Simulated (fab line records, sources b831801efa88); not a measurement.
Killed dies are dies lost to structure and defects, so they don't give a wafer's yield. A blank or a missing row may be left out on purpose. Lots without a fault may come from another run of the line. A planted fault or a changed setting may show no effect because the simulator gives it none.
fab line records | flow sky130
record lots=11 wafers=33 last_day=49
route steps=708 shown VIA3@587 METAL4@600 CAP2M@606 PAD_OPEN@708
lots that met no fault: from a run of the same line without faults
start_h: hours from the record's first day to the start of the lot's first wafer shown | wait_h: hours since the lot's step before | " the same as in the row above | L1.1+2: a row that stands for several wafers | - no value, or no start given | * or withheld: withheld | < > ~ a bound
route shown NAME@n: a module of which the file shows steps, and the number in the route of the first | usual: mean/standard deviation of fault-free wafers | same: alike in all rows | chamber/n: place in a boat | sites: the reading at each site | _std_site: their standard deviation | _edge_site: outer sites' mean less inner sites' | radius_mm: how far each site lies from the wafer's centre | mask NAME#n: copy n | behind: the tool/chamber that last shaped the wafer | hold: why the lot was held/for how many hours/how that ended | device: the transistor (n, p or np) that didn't switch | end of line: the same wafers' tests at the end of the route | a step without rows: its recipe alone | killed: dies lost to structure and defects at the first sort, not the wafer's yield | map: a wafer's dies, x killed, . not, _ none there
set.NAME: the setting as run; set.NAME@STEP: as run at that earlier step | model.NAME: the simulator's own value behind a step, which no gauge read
steps of the route over a sample of lots; a table a step, a row a wafer
services: from which hour (start_h, from the record's first day; less than 0 if before it) a tool's chamber was out of use, for how many hours, and why
## steps
# step SKY_VIA3_ETCH_14
# recipe chemistry=N2/H2 target=BARC ion_energy_ev=200 source_w=500 bias_w=100 pressure_mtorr=30 n2_flow_sccm=100 h2_flow_sccm=200 stop_on=SiO2 time_s=45.9 target_depth_a=600
# usual drypump_motor_current_A=5.7/0.58 oes_product_au=0.854/0.0048 throttle_valve_pct=13.226/0.0085
# columns lot.wafer tool chamber start_h wait_h drypump_motor_current_A oes_product_au rf_hours_counter_h throttle_valve_pct
L969.3 rie_diel-02 1 948.14 0.0 4.7 0.850 16 13.214
L969.4 " 0 " " 5.8 0.854 8 13.225
L969.5 " 3 " " 5.9 0.855 - 13.222
L970.3 rie_diel-02 3 952.35 0.0 5.8 0.850 19 13.219
L970.4 " 2 " " 6.2 0.859 17 13.238
L970.6 " 3 " " 5.9 0.851 - 13.230
L971.2 rie_diel-03 2 956.10 0.0 5.6 0.846 15 13.226
L971.3 " 1 " " 5.9 0.848 8 13.220
L971.4 " 3 " " 5.6 0.852 - 13.219
L972.1 rie_diel-04 3 967.90 0.0 5.0 0.852 9 13.232
L972.3 " 2 " " 5.6 0.845 26 13.231
L972.6 " 1 " " 5.2 0.864 - 13.236
L973.3 rie_diel-02 0 973.09 0.0 5.8 0.858 9 13.225
L973.5 " 0 " " 5.8 0.850 - 13.238
L973.6 " 3 " " 5.9 0.857 - 13.226
L976.2 rie_diel-02 0 986.85 0.0 5.8 0.855 9 13.222
L976.4 " 3 " " 5.9 0.856 20 13.205
L976.5 " 2 " " 6.2 0.849 - 13.217
L978.3 rie_diel-04 2 1003.70 0.0 5.7 0.850 27 13.209
L978.4 " 0 " " 6.8 0.855 13 13.232
L978.5 " 2 " " 5.6 0.855 - 13.234
L979.1 rie_diel-02 3 1007.39 0.0 5.9 0.860 21 13.238
L979.3 " 2 " " 6.2 0.852 19 13.234
L979.4 " 0 " " 5.8 0.848 10 13.226
L980.2 rie_diel-03 1 1018.67 0.0 5.9 0.861 10 13.208
L980.3 " 2 " " 5.6 0.858 17 13.229
L980.4 " 3 " " 5.6 0.843 14 13.242
L982.2 rie_diel-04 0 1024.48 0.0 6.8 0.852 13 13.227
L982.3 " 1 " " 5.2 0.855 15 13.228
L982.6 " 0 " " 6.8 0.846 - 13.220
L983.3 rie_diel-04 2 1041.19 0.0 5.6 0.850 28 13.219
L983.4 " 0 " " 6.8 0.850 14 13.234
L983.5 " 0 " " 6.8 0.855 - 13.209
# step SKY_VIA3_SPUTTER_20
# recipe material=TiN target_thk_nm=20 chamber_pressure_pa=5 power_w=4000 time_s=80
# usual throttle_valve_pct=30.1/1
# columns lot.wafer tool chamber start_h wait_h throttle_valve_pct
L969.3 pvd_sputter-02 - 948.84 0.0 30.6
L969.4 " - " " 30.9
L969.5 " - " " 31.1
L970.3 pvd_sputter-02 - 953.04 0.0 30.7
L970.4 " - " " 28.9
L970.6 " - " " 30.9
L971.2 pvd_sputter-03 - 956.79 0.0 30.5
L971.3 " - " " 29.8
L971.4 " - " " 28.6
L972.1 pvd_sputter-03 - 968.62 0.0 30.0
L972.3 " - " " 30.7
L972.6 " - " " 28.7
L973.3 pvd_sputter-03 - 973.79 0.0 28.8
L973.5 " - " " 29.8
L973.6 " - " " 28.4
L976.2 pvd_sputter-02 - 987.54 0.0 29.2
L976.4 " - " " 31.1
L976.5 " - " " 30.2
L978.3 pvd_sputter-03 - 1004.40 0.0 28.7
L978.4 " - " " 28.6
L978.5 " - " " 30.6
L979.1 pvd_sputter-01 - 1008.09 0.0 30.1
L979.3 " - " " 32.4
L979.4 " - " " 31.3
L980.2 pvd_sputter-01 - 1019.37 0.0 30.0
L980.3 " - " " 28.4
L980.4 " - " " 31.3
L982.2 pvd_sputter-03 - 1025.21 0.0 28.5
L982.3 " - " " 29.6
L982.6 " - " " 30.4
L983.3 pvd_sputter-02 - 1041.92 0.0 29.4
L983.4 " - " " 29.2
L983.5 " - " " 30.8
# step SKY_METAL4_SPUTTER_02
# recipe material=AlCu target_thk_nm=735 power_w=10600 time_s=39.1 chamber_pressure_pa=0.4
# usual throttle_valve_pct=30.1/1.3
# columns lot.wafer tool chamber start_h wait_h throttle_valve_pct
L969.3 pvd_sputter-04 - 949.55 0.0 29.6
L969.4 " - " " 29.9
L969.5 " - " " 29.6
L970.3 pvd_sputter-04 - 953.75 0.0 29.7
L970.4 " - " " 32.4
L970.6 " - " " 32.4
L971.2 pvd_sputter-04 - 957.50 0.0 29.6
L971.3 " - " " 29.5
L971.4 " - " " 28.6
L972.1 pvd_sputter-03 - 969.45 0.0 30.2
L972.3 " - " " 30.7
L972.6 " - " " 30.0
L973.3 pvd_sputter-01 - 974.50 0.0 30.3
L973.5 " - " " 31.0
L973.6 " - " " 28.8
L976.2 pvd_sputter-03 - 988.25 0.0 30.4
L976.4 " - " " 29.9
L976.5 " - " " 30.5
L978.3 pvd_sputter-04 - 1005.11 0.0 32.5
L978.4 " - " " 29.9
L978.5 " - " " 32.0
L979.1 pvd_sputter-04 - 1008.81 0.0 29.8
L979.3 " - " " 32.4
L979.4 " - " " 28.7
L980.2 pvd_sputter-01 - 1020.08 0.0 31.3
L980.3 " - " " 29.9
L980.4 " - " " 28.4
L982.2 pvd_sputter-04 - 1025.92 0.0 28.5
L982.3 " - " " 32.3
L982.6 " - " " 32.5
L983.3 pvd_sputter-04 - 1042.64 0.0 32.3
L983.4 " - " " 28.6
L983.5 " - " " 29.7
# step SKY_CAP2M_RS_MEAS_03
# recipe thk_meas_gauge=four-point-probe reads=TiN_of_CAP2M_SPUTTER_02
# usual CAP2M_TIN_RS=6.91/0.088
# columns lot.wafer tool chamber start_h wait_h CAP2M_TIN_RS[ohm/sq]
L969.3 film_metro-01 - 949.89 0.1 6.95
L969.4 " - " " 6.99
L969.5 " - " " 6.97
L970.3 film_metro-01 - 954.09 0.1 6.80
L970.4 " - " " 6.74
L970.6 " - " " 6.75
L971.2 film_metro-03 - 957.82 0.1 6.88
L971.3 " - " " 6.85
L971.4 " - " " 6.75
L972.1 film_metro-03 - 969.75 0.1 6.82
L972.3 " - " " 6.77
L972.6 " - " " 6.81
L973.3 film_metro-03 - 974.84 0.1 6.91
L973.5 " - " " 6.89
L973.6 " - " " 6.97
L976.2 film_metro-04 - 988.60 0.1 6.78
L976.4 " - " " 6.88
L976.5 " - " " 6.96
L978.3 film_metro-03 - 1005.47 0.1 6.89
L978.4 " - " " 6.81
L978.5 " - " " 6.95
L979.1 film_metro-03 - 1009.12 0.1 7.01
L979.3 " - " " 6.98
L979.4 " - " " 6.92
L980.2 film_metro-03 - 1020.40 0.1 6.75
L980.3 " - " " 6.78
L980.4 " - " " 6.78
L982.2 film_metro-04 - 1026.24 0.1 6.85
L982.3 " - " " 6.92
L982.6 " - " " 6.93
L983.3 film_metro-03 - 1042.97 0.1 6.84
L983.4 " - " " 6.95
L983.5 " - " " 6.90
# step SKY_METAL4_METAL_ETCH_18
# recipe target_depth_a=8450 stop_on=SiO2 over_etch_frac=0.3 time_s=183.1 chemistry=Cl2/BCl3 resist_sidewall_deg=88 pressure_mtorr=10 icp_w=900 bias_w=48.5 Cl2_flow_sccm=60 bcl3_flow_sccm=30
# usual drypump_motor_current_A=5.5/0.37 oes_product_au=0.865/0.0055 throttle_valve_pct=22.264/0.0092
# columns lot.wafer tool chamber start_h wait_h drypump_motor_current_A oes_product_au rf_hours_counter_h throttle_valve_pct
L969.3 rie_metal-01 1 997.72 0.1 5.4 0.878 - 22.260
L969.4 " 0 " " 5.6 0.872 - 22.265
L969.5 " 1 " " 5.4 0.857 - 22.268
L970.3 rie_metal-04 0 1001.99 0.1 5.8 0.865 - 22.276
L970.4 " 0 " " 5.7 0.873 - 22.263
L970.6 " 0 " " 5.7 0.869 - 22.277
L971.2 rie_metal-01 0 1006.28 0.0 5.6 0.868 16 22.254
L971.3 " 0 " " 5.6 0.868 - 22.253
L971.4 " 1 " " 5.4 0.868 - 22.238
L972.1 rie_metal-03 0 1017.28 0.0 5.0 0.858 8 22.263
L972.3 " 1 " " 6.2 0.865 - 22.269
L972.6 " 1 " " 6.2 0.864 - 22.277
L973.3 rie_metal-01 1 1022.79 0.1 5.4 0.863 - 22.272
L973.5 " 0 " " 5.6 0.870 - 22.263
L973.6 " 1 " " 5.4 0.868 - 22.246
L976.2 rie_metal-03 1 1035.68 0.0 6.1 0.872 24 22.257
L976.4 " 0 " " 5.0 0.869 - 22.279
L976.5 " 1 " " 6.2 0.866 - 22.263
L978.3 rie_metal-04 0 1051.11 0.1 5.7 0.862 - 22.265
L978.4 " 1 " " 5.7 0.864 - 22.268
L978.5 " 1 " " 5.7 0.861 - 22.276
L979.1 rie_metal-01 1 1055.78 0.0 5.4 0.868 13 22.254
L979.3 " 1 " " 5.4 0.868 - 22.276
L979.4 " 0 " " 5.6 0.869 - 22.262
L980.2 rie_metal-04 0 1067.23 0.0 5.7 0.861 11 22.258
L980.3 " 1 " " 5.7 0.865 - 22.264
L980.4 " 0 " " 5.7 0.861 - 22.243
L982.2 rie_metal-01 1 1071.81 0.0 5.4 0.865 14 22.282
L982.3 " 1 " " 5.4 0.860 - 22.262
L982.6 " 0 " " 5.6 0.865 - 22.281
L983.3 rie_metal-01 1 1087.39 0.1 5.4 0.982 - 22.271
L983.4 " 0 " " 5.6 0.850 - 22.265
L983.5 " 1 " " 5.4 0.865 - 22.263
# step SKY_PAD_OPEN_PROBE_99
# usual defect_limited_yield=81.9/2 killed_at_M0_to_M3=43/6.5 killed_at_M4_up=3.2/1.8 killed_at_contacts=26/5.2 killed_at_front_end=16/4.8 killed_at_other=0.3/0.6 killed_dies=89/9.6 killed_on_rim=17/3.7 killed_open=48/7.1 killed_short=40/6.4 sort_bin_3_pad_short=0.9/0.37 sort_bin_5_function=10.7/1.4 sort_bin_6_memory=6.5/1.2 sort_n_pass=403/9.6 sort_yield_pct=81.9/2
# same gross_dies=492 killed_at_back_side=0 sort_bin_4_leakage[%]=0 sort_bin_8_speed[%]=0
# columns lot.wafer tool chamber start_h wait_h defect_limited_yield[%] killed_at_M0_to_M3 killed_at_M4_up killed_at_contacts killed_at_front_end killed_at_other killed_dies killed_on_rim killed_open killed_short sort_bin_3_pad_short[%] sort_bin_5_function[%] sort_bin_6_memory[%] sort_n_pass sort_yield_pct[%]
L969.3 prober-02 - 1093.38 0.2 82.7 40 2 28 14 1 85 11 36 48 1.4 11.4 4.5 407 82.7
L969.4 prober-02 - 1093.43 0.2 80.7 40 1 34 20 0 95 14 54 41 1.0 11.8 6.5 397 80.7
L969.5 prober-02 - 1093.48 0.2 80.5 46 3 33 12 2 96 20 51 44 0.4 13.0 6.1 396 80.5
L970.3 prober-02 - 1096.58 0.2 83.5 41 3 24 13 0 81 12 47 33 1.6 9.6 5.3 411 83.5
L970.4 prober-02 - 1096.63 0.2 82.1 46 1 26 15 0 88 19 40 48 1.2 10.4 6.3 404 82.1
L970.6 prober-02 - 1096.73 0.2 78.7 55 1 27 22 0 105 15 57 48 0.6 15.0 5.7 387 78.7
L971.2 prober-02 - 1099.98 0.1 81.5 37 8 31 15 0 91 12 55 36 1.0 11.2 6.3 401 81.5
L971.3 prober-02 - 1100.03 0.2 78.9 47 3 35 19 0 104 23 52 52 1.2 12.4 7.5 388 78.9
L971.4 prober-02 - 1100.08 0.2 84.6 37 3 23 13 0 76 11 49 27 0.4 10.2 4.9 416 84.6
L972.1 prober-02 - 1109.15 0.1 79.3 44 8 27 22 1 102 18 46 52 1.2 11.6 7.9 390 79.3
L972.3 prober-02 - 1109.25 0.2 81.7 49 2 22 17 0 90 22 51 39 0.8 10.8 6.7 402 81.7
L972.6 prober-02 - 1109.40 0.2 81.7 48 3 23 15 1 90 12 40 49 0.4 12.2 5.7 402 81.7
L973.3 prober-02 - 1116.09 0.2 81.3 41 5 26 20 0 92 25 49 43 0.4 11.2 7.1 400 81.3
L973.5 prober-02 - 1116.19 0.2 80.7 40 3 36 16 0 95 21 41 54 1.0 10.0 8.3 397 80.7
L973.6 prober-02 - 1116.24 0.2 80.1 46 3 23 26 0 98 19 49 49 0.8 10.8 8.3 394 80.1
L976.2 prober-02 - 1126.61 0.1 85.0 36 5 23 10 0 74 12 40 34 0.8 8.5 5.7 418 85.0
L976.4 prober-02 - 1126.71 0.2 83.1 42 4 23 14 0 83 10 44 39 1.0 9.3 6.5 409 83.1
L976.5 prober-02 - 1126.76 0.2 85.4 35 4 18 14 1 72 16 39 32 0.8 8.9 4.9 420 85.4
L978.3 prober-02 - 1139.01 0.2 81.7 46 7 21 16 0 90 15 42 48 0.8 11.0 6.5 402 81.7
L978.4 prober-02 - 1139.06 0.2 79.9 43 6 24 26 0 99 20 51 45 1.0 12.2 6.9 393 79.9
L978.5 prober-02 - 1139.11 0.2 80.3 38 6 29 24 0 97 24 54 43 0.6 10.0 9.1 395 80.3
L979.1 prober-01 - 1143.05 0.1 83.3 29 4 33 16 0 82 15 44 38 1.0 9.3 6.3 410 83.3
L979.3 prober-01 - 1143.15 0.2 87.0 35 3 16 10 0 64 10 44 20 0.4 7.5 5.1 428 87.0
L979.4 prober-01 - 1143.20 0.2 79.7 55 4 26 15 0 100 17 55 45 0.8 12.8 6.7 392 79.7
L980.2 prober-02 - 1151.79 0.1 77.8 56 4 27 22 0 109 22 65 43 1.4 11.0 9.8 383 77.8
L980.3 prober-02 - 1151.84 0.2 82.1 47 0 21 20 0 88 16 44 44 0.6 10.2 7.1 404 82.1
L980.4 prober-02 - 1151.89 0.2 78.0 43 3 28 34 0 108 17 56 50 0.8 12.4 8.7 384 78.0
L982.2 prober-02 - 1156.15 0.1 83.7 45 1 19 15 0 80 17 48 31 1.4 9.6 5.3 412 83.7
L982.3 prober-02 - 1156.20 0.2 79.5 60 5 20 16 0 101 22 55 44 0.8 11.8 7.9 391 79.5
L982.6 prober-02 - 1156.35 0.2 83.1 44 3 16 20 0 83 22 50 33 0.8 9.3 6.7 409 83.1
L983.3 prober-01 - 1170.37 0.2 0 44 409 23 16 0 492 96 51 35 0.4 92.9 6.7 0 0
L983.4 prober-01 - 1170.42 0.2 81.3 49 1 27 14 1 92 18 54 35 1.4 9.8 7.5 400 81.3
L983.5 prober-01 - 1170.47 0.2 83.9 37 5 24 13 0 79 17 47 31 0.8 10.4 4.9 413 83.9
# killed by level:class
L969.3 VIA1:geometric_particle:open=10 LI_CONTACT:geometric_particle:short=8 LI_CONTACT:geometric_particle:open=6 LOCAL_INTERCONNECT:geometric_particle:short=6 CONTACT:geometric_particle:open=5 VIA2:geometric_particle:open=5 FIELD_ISO:geometric_particle:short=4 METAL1:geometric_particle:short=4
L969.4 CONTACT:geometric_particle:open=13 VIA1:geometric_particle:open=10 LI_CONTACT:geometric_particle:open=9 LOCAL_INTERCONNECT:geometric_particle:short=7 METAL2:geometric_particle:short=7 FIELD_ISO:geometric_particle:open=6 VIA2:geometric_particle:open=6 POLY_GATE:geometric_particle:short=5
L969.5 VIA3:geometric_particle:open=12 CONTACT:geometric_particle:open=11 VIA1:geometric_particle:open=11 CONTACT:geometric_particle:short=10 VIA1:geometric_particle:short=6 LOCAL_INTERCONNECT:geometric_particle:short=5 POLY_GATE:geometric_particle:short=4 LI_CONTACT:geometric_particle:open=4
L970.3 VIA1:geometric_particle:open=11 FIELD_ISO:geometric_particle:open=7 LOCAL_INTERCONNECT:geometric_particle:short=7 VIA3:geometric_particle:open=7 CONTACT:geometric_particle:open=6 VIA2:geometric_particle:open=6 METAL1:geometric_particle:short=5 LI_CONTACT:geometric_particle:open=4
L970.4 VIA2:geometric_particle:open=11 LOCAL_INTERCONNECT:geometric_particle:short=8 VIA1:geometric_particle:open=8 FIELD_ISO:geometric_particle:short=7 CONTACT:geometric_particle:open=7 LI_CONTACT:geometric_particle:short=5 METAL1:geometric_particle:short=5 METAL2:geometric_particle:short=5
L970.6 VIA1:geometric_particle:open=16 FIELD_ISO:geometric_particle:open=9 VIA1:geometric_particle:short=8 LI_CONTACT:geometric_particle:open=7 CONTACT:geometric_particle:open=7 VIA3:geometric_particle:open=6 METAL2:geometric_particle:short=6 CONTACT:geometric_particle:short=5
L971.2 CONTACT:geometric_particle:open=11 LI_CONTACT:geometric_particle:open=9 VIA2:geometric_particle:open=8 VIA1:geometric_particle:open=7 FIELD_ISO:geometric_particle:open=6 METAL4:geometric_particle:short=6 FIELD_ISO:geometric_particle:short=4 LOCAL_INTERCONNECT:geometric_particle:short=4
L971.3 CONTACT:geometric_particle:open=10 METAL2:geometric_particle:short=9 VIA1:geometric_particle:open=8 LI_CONTACT:geometric_particle:open=8 LOCAL_INTERCONNECT:geometric_particle:short=7 METAL1:geometric_particle:short=6 VIA2:geometric_particle:open=6 POLY_GATE:geometric_particle:short=5
L971.4 LI_CONTACT:geometric_particle:open=11 VIA1:geometric_particle:open=8 VIA3:geometric_particle:open=8 CONTACT:geometric_particle:open=7 METAL1:geometric_particle:short=6 VIA2:geometric_particle:open=4 POLY_CUT:geometric_particle:open=3 METAL4:geometric_particle:short=3
L972.1 VIA1:geometric_particle:open=9 VIA1:geometric_particle:short=9 POLY_GATE:geometric_particle:short=8 LI_CONTACT:geometric_particle:open=8 VIA3:geometric_particle:open=7 CONTACT:geometric_particle:open=5 CONTACT:geometric_particle:short=5 METAL1:geometric_particle:short=5
L972.3 VIA1:geometric_particle:open=11 VIA1:geometric_particle:short=10 VIA2:geometric_particle:open=7 VIA3:geometric_particle:open=7 LI_CONTACT:geometric_particle:open=6 CONTACT:geometric_particle:short=6 POLY_GATE:geometric_particle:short=5 METAL1:geometric_particle:short=4
L972.6 VIA1:geometric_particle:open=11 METAL1:geometric_particle:short=10 CONTACT:geometric_particle:open=7 LOCAL_INTERCONNECT:geometric_particle:short=6 METAL2:geometric_particle:short=6 VIA3:geometric_particle:open=5 METAL3:geometric_particle:short=5 FIELD_ISO:geometric_particle:short=4
L973.3 LI_CONTACT:geometric_particle:open=8 CONTACT:geometric_particle:open=8 VIA1:geometric_particle:short=6 VIA1:geometric_particle:open=6 METAL2:geometric_particle:short=6 POLY_GATE:geometric_particle:open=5 POLY_GATE:geometric_particle:short=4 SPACER:geometric_particle:open=4
L973.5 CONTACT:geometric_particle:short=13 CONTACT:geometric_particle:open=10 LI_CONTACT:geometric_particle:open=8 VIA1:geometric_particle:short=7 METAL2:geometric_particle:short=7 FIELD_ISO:geometric_particle:short=6 VIA1:geometric_particle:open=6 FIELD_ISO:geometric_particle:open=5
L973.6 VIA1:geometric_particle:open=12 CONTACT:geometric_particle:open=8 METAL1:geometric_particle:short=7 FIELD_ISO:geometric_particle:short=6 LI_CONTACT:geometric_particle:open=6 VIA1:geometric_particle:short=6 METAL2:geometric_particle:short=6 FIELD_ISO:geometric_particle:open=5
L976.2 VIA3:geometric_particle:open=9 CONTACT:geometric_particle:short=7 VIA2:geometric_particle:open=7 POLY_GATE:geometric_particle:short=6 LI_CONTACT:geometric_particle:open=6 VIA1:geometric_particle:open=6 METAL4:geometric_particle:short=5 CONTACT:geometric_particle:open=4
L976.4 CONTACT:geometric_particle:open=9 VIA1:geometric_particle:short=8 LI_CONTACT:geometric_particle:open=6 FIELD_ISO:geometric_particle:short=5 VIA1:geometric_particle:open=5 METAL2:geometric_particle:short=5 VIA2:geometric_particle:open=5 FIELD_ISO:geometric_particle:open=4
L976.5 VIA1:geometric_particle:open=11 VIA1:geometric_particle:short=9 FIELD_ISO:geometric_particle:open=6 LI_CONTACT:geometric_particle:open=6 VIA3:geometric_particle:open=5 LOCAL_INTERCONNECT:geometric_particle:short=4 CONTACT:geometric_particle:open=4 METAL2:geometric_particle:short=3
L978.3 LI_CONTACT:geometric_particle:open=10 VIA1:geometric_particle:open=8 VIA1:geometric_particle:short=7 VIA3:geometric_particle:short=6 METAL4:geometric_particle:short=6 METAL1:geometric_particle:short=6 CONTACT:geometric_particle:open=5 VIA3:geometric_particle:open=5
L978.4 VIA1:geometric_particle:open=12 CONTACT:geometric_particle:open=9 METAL2:geometric_particle:short=9 VIA2:geometric_particle:open=8 POLY_GATE:geometric_particle:short=6 LI_CONTACT:geometric_particle:open=6 POLY_GATE:geometric_particle:open=5 VIA1:geometric_particle:short=5
L978.5 CONTACT:geometric_particle:open=12 VIA1:geometric_particle:open=10 FIELD_ISO:geometric_particle:short=7 FIELD_ISO:geometric_particle:open=6 CONTACT:geometric_particle:short=6 VIA1:geometric_particle:short=6 LOCAL_INTERCONNECT:geometric_particle:short=5 POLY_GATE:geometric_particle:open=5
L979.1 CONTACT:geometric_particle:open=16 CONTACT:geometric_particle:short=10 POLY_GATE:geometric_particle:open=5 VIA2:geometric_particle:open=5 VIA3:geometric_particle:open=5 LI_CONTACT:geometric_particle:open=4 VIA1:geometric_particle:open=4 METAL4:geometric_particle:short=4
L979.3 VIA1:geometric_particle:open=9 VIA2:geometric_particle:open=9 LI_CONTACT:geometric_particle:open=6 CONTACT:geometric_particle:open=5 VIA3:geometric_particle:open=5 POLY_GATE:geometric_particle:open=4 CONTACT:geometric_particle:short=4 METAL1:geometric_particle:short=4
L979.4 CONTACT:geometric_particle:open=13 VIA3:geometric_particle:open=11 VIA1:geometric_particle:open=10 METAL1:geometric_particle:short=9 VIA1:geometric_particle:short=6 VIA2:geometric_particle:open=5 METAL2:geometric_particle:short=5 FIELD_ISO:geometric_particle:open=4
L980.2 VIA1:geometric_particle:open=15 LI_CONTACT:geometric_particle:open=10 VIA2:geometric_particle:open=9 FIELD_ISO:geometric_particle:open=8 CONTACT:geometric_particle:open=7 VIA3:geometric_particle:open=7 CONTACT:geometric_particle:short=6 METAL1:geometric_particle:short=6
L980.3 VIA1:geometric_particle:open=10 METAL2:geometric_particle:short=8 FIELD_ISO:geometric_particle:short=7 CONTACT:geometric_particle:open=7 VIA2:geometric_particle:open=6 VIA3:geometric_particle:short=6 LI_CONTACT:geometric_particle:open=5 FIELD_ISO:geometric_particle:open=4
L980.4 CONTACT:geometric_particle:open=10 FIELD_ISO:geometric_particle:short=8 VIA2:geometric_particle:open=8 FIELD_ISO:geometric_particle:open=7 POLY_GATE:geometric_particle:open=7 CONTACT:geometric_particle:short=7 VIA1:geometric_particle:open=7 POLY_GATE:geometric_particle:short=6
L982.2 VIA1:geometric_particle:open=19 FIELD_ISO:geometric_particle:short=8 VIA3:geometric_particle:open=8 CONTACT:geometric_particle:open=6 VIA1:geometric_particle:short=5 LI_CONTACT:geometric_particle:short=4 LI_CONTACT:geometric_particle:open=4 VIA2:geometric_particle:open=4
L982.3 VIA3:geometric_particle:open=14 VIA1:geometric_particle:open=12 CONTACT:geometric_particle:open=10 FIELD_ISO:geometric_particle:short=6 VIA3:geometric_particle:short=5 LI_CONTACT:geometric_particle:open=5 METAL1:geometric_particle:short=5 VIA1:geometric_particle:short=5
L982.6 VIA1:geometric_particle:open=10 VIA2:geometric_particle:open=8 FIELD_ISO:geometric_particle:open=6 CONTACT:geometric_particle:open=6 METAL1:geometric_particle:short=6 POLY_GATE:geometric_particle:open=5 VIA1:geometric_particle:short=5 VIA2:geometric_particle:short=5
L983.3 METAL4:area_etch=404 VIA1:geometric_particle:open=17 CONTACT:geometric_particle:open=9 VIA2:geometric_particle:open=7 POLY_GATE:geometric_particle:short=6 CONTACT:geometric_particle:short=5 METAL1:geometric_particle:open=5 METAL4:geometric_particle:short=5
L983.4 VIA1:geometric_particle:open=16 CONTACT:geometric_particle:open=12 VIA2:geometric_particle:open=6 VIA3:geometric_particle:open=5 CONTACT:geometric_particle:short=5 VIA1:geometric_particle:short=5 METAL2:geometric_particle:short=5 POLY_GATE:geometric_particle:short=4
L983.5 VIA1:geometric_particle:open=14 CONTACT:geometric_particle:open=7 LI_CONTACT:geometric_particle:open=7 VIA3:geometric_particle:open=6 CONTACT:geometric_particle:short=5 VIA2:geometric_particle:open=5 METAL4:geometric_particle:short=5 VIA1:geometric_particle:short=4
## services
# columns tool chamber start_h hours kind
pvd_sputter-04 - 938.77 1.9 repair
pvd_sputter-03 - 944.10 1.9 repair
pvd_sputter-03 - 946.71 4.6 repair
rie_diel-02 1 969.98 3.9 repair
rie_metal-04 1 994.35 - clean
rie_metal-04 1 994.35 27.3 scheduled_down
rie_metal-04 1 994.35 27.3 vent_cycle
rie_metal-04 - 998.82 0.6 repair
pvd_sputter-04 - 1019.20 2.7 repair
pvd_sputter-02 - 1019.45 3.2 repair
rie_diel-03 2 1026.15 22.1 repair
rie_metal-04 - 1053.88 0.9 repair
rie_metal-03 1 1057.75 - clean
rie_metal-03 1 1057.75 20.1 scheduled_down
rie_metal-03 1 1057.75 20.1 vent_cycle
rie_diel-02 3 1063.06 1.8 repair
pvd_sputter-01 - 1073.41 3.7 repair
rie_diel-03 1 1081.67 7.4 repair
## key
first_sign step=SKY_METAL4_METAL_ETCH_18 reading=oes_product_au direction=up sigmas=21 usual=0.865 struck=0.982
effect step=SKY_PAD_OPEN_PROBE_99 reading=killed_at_M4_up direction=up sigmas=99+ usual=3.2 struck=409
more_kills_born_at SKY_METAL4_METAL_ETCH_18@rie_metal-01=404
met_at SKY_METAL4_SPUTTER_02
struck_lots L983
struck_wafers L983.3
later_rows_left_out L983.3
not_acting_at SKY_VIA3_ETCH_14,SKY_VIA3_SPUTTER_20,SKY_CAP2M_RS_MEAS_03
onset_between 1025.92 1042.64
fault kind=process_parameter_drift tool=pvd_sputter-04 chamber=- onset_h=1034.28 steps=SKY_METAL4_SPUTTER_02 channel=target_thk_nm offset=622.44 shape=step end_h=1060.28 scope=struck_wafers_only acts_in=these_recipes_only stated=735
# later_rows_left_out: the simulator's readings of these wafers behind a module that went badly wrong aren't trusted and aren't shown, but for the sort
